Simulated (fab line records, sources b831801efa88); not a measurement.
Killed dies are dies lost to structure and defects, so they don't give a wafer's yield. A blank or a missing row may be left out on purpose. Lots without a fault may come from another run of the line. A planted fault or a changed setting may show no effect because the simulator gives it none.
Which tool did it? | flow gf180mcu | 24 lots, 72 wafers sampled, at 6 steps of a route of 602

WHAT THE GAUGES READ, wafer by wafer
GF_V1_BOW_MEAS_05. Usual: V1_BOW 84 um, standard deviation 6.6.
lot  | measured     | on            | V1_BOW (um) | flag
L074 | day 17 02:06 | film_metro-02 | 72 86 84    |
L075 | day 17 11:13 | film_metro-01 | 94 82 81    |
L076 | day 17 18:49 | film_metro-01 | 84 80 77    |
L077 | day 18 11:42 | film_metro-01 | 76 83 97    |
L078 | day 18 18:56 | film_metro-04 | 98 87 90    |
L079 | day 19 01:43 | film_metro-01 | 90 91 92    |
L080 | day 19 11:19 | film_metro-01 | 86 97 70    |
L081 | day 19 20:31 | film_metro-01 | 72 76 86    |
L082 | day 20 11:09 | film_metro-01 | 89 72 79    |
L083 | day 20 11:50 | film_metro-01 | 80 92 74    |
L084 | day 20 23:25 | film_metro-04 | 84 84 84    |
L085 | day 21 09:38 | film_metro-04 | 90 86 79    |
L086 | day 21 17:57 | film_metro-01 | 90 81 80    |
L087 | day 22 03:18 | film_metro-01 | 79 84 88    |
L088 | day 22 14:29 | film_metro-01 | 87 75 93    |
L089 | day 23 01:38 | film_metro-01 | 81 90 89    |
L090 | day 23 02:00 | film_metro-04 | 85 91 79    |
L091 | day 23 12:08 | film_metro-02 | 85 90 78    |
L092 | day 23 21:19 | film_metro-01 | 86 87 83    |
L093 | day 24 00:07 | film_metro-01 | 70 83 78    |
L094 | day 24 07:49 | film_metro-01 | 82 70 89    |
L095 | day 24 18:05 | film_metro-04 | 77 77 83    |
L096 | day 25 00:08 | film_metro-01 | 92 85 75    |
L097 | day 25 05:47 | film_metro-04 | 94 90 70    |

GF_M4_OVL_MEAS_15. Usual: M4_OVL -2 nm, standard deviation 6.2.
lot  | measured     | on         | M4_OVL (nm) | flag
L074 | day 23 08:07 | overlay-02 | -1 -6 -8    |
L075 | day 23 18:26 | overlay-02 | -17 -13 -9  |
L076 | day 24 00:38 | overlay-01 | 2 0 -8      |
L077 | day 24 15:53 | overlay-01 | -4 0 2      |
L078 | day 24 23:02 | overlay-01 | 2 2 6       |
L079 | day 25 05:17 | overlay-02 | -3 -6 -1    |
L080 | day 25 13:40 | overlay-01 | -10 -12 -12 |
L081 | day 25 20:02 | overlay-02 | -1 3 -3     |
L082 | day 26 09:41 | overlay-02 | -1 -4 -2    |
L083 | day 26 11:27 | overlay-01 | 12 1 -3     |
L084 | day 26 22:11 | overlay-01 | 0 2 -4      |
L085 | day 27 05:23 | overlay-01 | -11 -6 -6   |
L086 | day 27 12:34 | overlay-02 | 3 7 5       |
L087 | day 27 20:56 | overlay-02 | -1 -3 2     |
L088 | day 28 05:11 | overlay-02 | -6 -2 -1    |
L089 | day 28 15:43 | overlay-02 | -3 0 4      |
L090 | day 28 17:08 | overlay-01 | -5 -7 -9    |
L091 | day 28 23:46 | overlay-02 | 5 9 1       |
L092 | day 29 08:59 | overlay-01 | -2 -2 -6    |
L093 | day 29 11:56 | overlay-02 | 7 6 4       |
L094 | day 29 18:02 | overlay-02 | 5 9 2       |
L095 | day 30 02:53 | overlay-01 | 1 -1 3      |
L096 | day 30 09:02 | overlay-02 | -4 -5 1     |
L097 | day 30 12:52 | overlay-02 | -15 -18 -6  |

GF_M5_OVL_MEAS_08. Usual: M5_OVL -2 nm, standard deviation 5.6.
lot  | measured     | on         | M5_OVL (nm) | flag
L074 | day 26 05:32 | overlay-01 | -6 -12 -7   |
L075 | day 26 15:52 | overlay-01 | 11 3 -1     |
L076 | day 26 21:14 | overlay-01 | -4 -2 -1    |
L077 | day 27 16:12 | overlay-02 | -2 -9 2     |
L078 | day 27 16:50 | overlay-02 | 9 7 2       |
L079 | day 27 22:34 | overlay-02 | -1 -9 -4    |
L080 | day 28 07:05 | overlay-02 | -11 -6 -4   |
L081 | day 28 12:10 | overlay-01 | -4 -7 -7    |
L082 | day 29 00:18 | overlay-01 | 6 -2 5      |
L083 | day 29 02:45 | overlay-01 | -5 -6 4     |
L084 | day 29 13:32 | overlay-01 | 5 0 4       |
L085 | day 29 18:40 | overlay-02 | -14 -11 -2  |
L086 | day 30 02:38 | overlay-02 | 3 0 1       |
L087 | day 30 10:23 | overlay-01 | 0 1 -3      |
L088 | day 30 16:41 | overlay-02 | -2 -2 -6    |
L089 | day 31 03:23 | overlay-02 | -2 -1 -2    |
L090 | day 31 05:05 | overlay-01 | -7 -6 0     |
L091 | day 31 10:25 | overlay-02 | 0 -1 4      |
L092 | day 31 18:32 | overlay-01 | -6 -4 -6    |
L093 | day 31 21:15 | overlay-02 | 3 3 5       |
L094 | day 32 03:52 | overlay-02 | 1 4 -4      |
L095 | day 32 10:11 | overlay-02 | -7 -9 -10   |
L096 | day 32 16:26 | overlay-02 | 5 8 7       |
L097 | day 32 19:16 | overlay-02 | -5 -12 2    |

GF_PASSIVATION_BOW_MEAS_14. Usual: PASSIVATION_BOW 139 um, standard deviation 11.
lot  | measured     | on            | PASSIVATION_BOW (um) | flag
L074 | day 28 22:56 | film_metro-03 | 132 149 145          |
L075 | day 29 09:25 | film_metro-03 | 165 153 151          |
L076 | day 29 15:32 | film_metro-04 | 139 136 132          |
L077 | day 30 08:11 | film_metro-02 | 124 133 147          |
L078 | day 30 08:31 | film_metro-03 | 145 136 138          |
L079 | day 30 13:37 | film_metro-02 | 158 157 160          |
L080 | day 30 21:31 | film_metro-03 | 162 173 148          |
L081 | day 31 02:35 | film_metro-03 | 124 126 139          |
L082 | day 31 13:08 | film_metro-03 | 148 132 139          |
L083 | day 31 14:31 | film_metro-04 | 134 145 128          |
L084 | day 32 01:49 | film_metro-02 | 135 136 135          |
L085 | day 32 06:28 | film_metro-03 | 132 128 125          |
L086 | day 32 13:52 | film_metro-04 | 140 133 131          |
L087 | day 32 20:38 | film_metro-03 | 139 147 149          |
L088 | day 33 01:50 | film_metro-04 | 143 130 151          |
L089 | day 33 10:43 | film_metro-03 | 134 144 142          |
L090 | day 33 12:52 | film_metro-02 | 121 130 118          |
L091 | day 33 17:49 | film_metro-02 | 142 150 140          |
L092 | day 34 00:44 | film_metro-03 | 137 138 136          |
L093 | day 34 02:23 | film_metro-02 | 122 135 130          |
L094 | day 34 09:38 | film_metro-02 | 143 131 149          |
L095 | day 34 14:14 | film_metro-02 | 133 133 140          |
L096 | day 34 19:32 | film_metro-02 | 146 136 129          |
L097 | day 34 23:25 | film_metro-04 | 136 133 115          |

WHICH TOOL RAN EACH LOT (tool, then ch and the chambers of the sampled wafers, then the start)
lot  | GF_M2_METAL_ETCH_16               | GF_M4_SPUTTER_02
L074 | rie_metal-01 ch 0, day 19 03:02   | pvd_sputter-04, day 22 09:07
L075 | rie_metal-03 ch 0, day 19 13:43   | pvd_sputter-01, day 22 19:30
L076 | rie_metal-02 ch 0,1, day 19 19:34 | pvd_sputter-01, day 23 01:22
L077 | rie_metal-03 ch 1, day 20 12:58   | pvd_sputter-04, day 23 17:33
L078 | rie_metal-02 ch 0,1, day 20 21:29 | pvd_sputter-01, day 24 01:01
L079 | rie_metal-01 ch 0,1, day 21 03:07 | pvd_sputter-04, day 24 07:12
L080 | rie_metal-03 ch 1, day 21 13:07   | pvd_sputter-02, day 24 16:33
L081 | rie_metal-03 ch 1, day 21 21:53   | pvd_sputter-01, day 24 23:02
L082 | rie_metal-01 ch 0,1, day 22 12:04 | pvd_sputter-02, day 25 12:25
L083 | rie_metal-02 ch 0,1, day 22 13:28 | pvd_sputter-02, day 25 14:05
L084 | rie_metal-01 ch 0,1, day 23 00:14 | pvd_sputter-01, day 26 00:55
L085 | rie_metal-02 ch 0,1, day 23 09:07 | pvd_sputter-01, day 26 09:10
L086 | rie_metal-03 ch 0,1, day 23 18:07 | pvd_sputter-01, day 26 16:37
L087 | rie_metal-01 ch 0,1, day 24 03:10 | pvd_sputter-02, day 27 00:48
L088 | rie_metal-03 ch 0,1, day 24 13:07 | pvd_sputter-02, day 27 09:07
L089 | rie_metal-03 ch 0,1, day 25 00:22 | pvd_sputter-01, day 27 20:10
L090 | rie_metal-01 ch 0,1, day 25 00:58 | pvd_sputter-02, day 27 21:22
L091 | rie_metal-01 ch 0,1, day 25 09:32 | pvd_sputter-01, day 28 04:28
L092 | rie_metal-02 ch 0,1, day 25 19:04 | pvd_sputter-04, day 28 13:47
L093 | rie_metal-03 ch 0,1, day 25 21:13 | pvd_sputter-02, day 28 16:29
L094 | rie_metal-01 ch 0, day 26 05:20   | pvd_sputter-02, day 28 22:43
L095 | rie_metal-02 ch 1, day 26 14:22   | pvd_sputter-04, day 29 07:57
L096 | rie_metal-02 ch 1, day 26 20:20   | pvd_sputter-04, day 29 14:04
L097 | rie_metal-01 ch 1, day 27 01:04   | pvd_sputter-01, day 29 17:55
- GF_M2_METAL_ETCH_16: etches the open film in Cl2/BCl3, stops on SiO2, target depth 750.8 nm, time 125.1 s.
- GF_M4_SPUTTER_02: material AlCu, target thk 450 nm, time 23.9 s.

WHAT THE TOOLS THEMSELVES READ (means of the sampled wafers that have a number; where no wafer has one, the mark that the record gives instead)
GF_M2_METAL_ETCH_16. Usual: drypump_motor_current_A 5.6 A, standard deviation 0.53; oes_product_au 0.992 a.u., standard deviation 0.0049; rf_fwd_power_W 796.3 W, standard deviation 2.3; throttle_valve_pct 28.229 %, standard deviation 0.0093.
lot  | tool         | drypump_motor_current_A (A) | oes_product_au (a.u.) | rf_fwd_power_W (W) | throttle_valve_pct (%) | flag
L074 | rie_metal-01 | 5.0                         | 0.995                 | 798.4              | 28.218                 |
L075 | rie_metal-03 | 5.5                         | 0.992                 | 796.7              | 28.221                 |
L076 | rie_metal-02 | 5.5                         | 0.995                 | 796.7              | 28.222                 |
L077 | rie_metal-03 | 6.3                         | 0.989                 | 797.3              | 28.236                 |
L078 | rie_metal-02 | 5.2                         | 0.993                 | 795.8              | 28.233                 |
L079 | rie_metal-01 | 5.7                         | 0.990                 | 796.2              | 28.228                 |
L080 | rie_metal-03 | 6.3                         | 0.987                 | 794.7              | 28.237                 |
L081 | rie_metal-03 | 6.3                         | 0.989                 | 797.8              | 28.228                 |
L082 | rie_metal-01 | 5.3                         | 0.987                 | 793.8              | 28.223                 |
L083 | rie_metal-02 | 5.5                         | 0.994                 | 796.7              | 28.228                 |
L084 | rie_metal-01 | 5.3                         | 0.988                 | 796.4              | 28.235                 |
L085 | rie_metal-02 | 5.2                         | 0.990                 | 795.2              | 28.233                 |
L086 | rie_metal-03 | 6.0                         | 0.990                 | 796.3              | 28.230                 |
L087 | rie_metal-01 | 5.7                         | 0.989                 | 796.4              | 28.234                 |
L088 | rie_metal-03 | 5.8                         | 0.990                 | 796.5              | 28.233                 |
L089 | rie_metal-03 | 6.0                         | 0.991                 | 795.4              | 28.220                 |
L090 | rie_metal-01 | 5.3                         | 0.994                 | 799.3              | 28.223                 |
L091 | rie_metal-01 | 5.7                         | 0.991                 | 798.6              | 28.235                 |
L092 | rie_metal-02 | 5.2                         | 0.992                 | 792.3              | 28.224                 |
L093 | rie_metal-03 | 6.0                         | 0.997                 | 798.5              | 28.235                 |
L094 | rie_metal-01 | 4.9                         | 0.992                 | 795.3              | 28.231                 |
L095 | rie_metal-02 | 5.7                         | 0.981                 | 796.7              | 28.234                 |
L096 | rie_metal-02 | 5.7                         | 0.991                 | 795.8              | 28.227                 |
L097 | rie_metal-01 | 6.1                         | 0.996                 | 797.2              | 28.231                 |

GF_M4_SPUTTER_02. Usual: throttle_valve_pct 29.8 %, standard deviation 0.91.
lot  | tool           | throttle_valve_pct (%) | flag
L074 | pvd_sputter-04 | 30.0                   |
L075 | pvd_sputter-01 | 29.8                   |
L076 | pvd_sputter-01 | 29.9                   |
L077 | pvd_sputter-04 | 30.6                   |
L078 | pvd_sputter-01 | 29.6                   |
L079 | pvd_sputter-04 | 30.1                   |
L080 | pvd_sputter-02 | 30.2                   |
L081 | pvd_sputter-01 | 29.3                   |
L082 | pvd_sputter-02 | 29.7                   |
L083 | pvd_sputter-02 | 30.2                   |
L084 | pvd_sputter-01 | 28.9                   |
L085 | pvd_sputter-01 | 28.9                   |
L086 | pvd_sputter-01 | 30.4                   |
L087 | pvd_sputter-02 | 29.5                   |
L088 | pvd_sputter-02 | 29.7                   |
L089 | pvd_sputter-01 | 28.7                   |
L090 | pvd_sputter-02 | 29.6                   |
L091 | pvd_sputter-01 | 29.0                   |
L092 | pvd_sputter-04 | 31.0                   |
L093 | pvd_sputter-02 | 29.6                   |
L094 | pvd_sputter-02 | 30.3                   |
L095 | pvd_sputter-04 | 30.8                   |
L096 | pvd_sputter-04 | 30.4                   |
L097 | pvd_sputter-01 | 29.0                   |

THE ANSWER, worked out from the rows above alone
Rule: a lot is off if the mean of its wafers that have a number lies more than 3 standard deviations from the usual mean. A lot without any number at a reading at which 4 lots or more have one is off too. The other lots that the step has rows for count as sound. The gauges are gone through in route order, then the tools' own readings, and for those a lot's mean is taken as printed above. The first step at which some lot is off is used, and at that step the reading that is off furthest; a lot without a number counts as furthest.
No lot is off at any reading shown: from this, nothing can be told.

WHAT THE SIMULATOR HAD PUT IN
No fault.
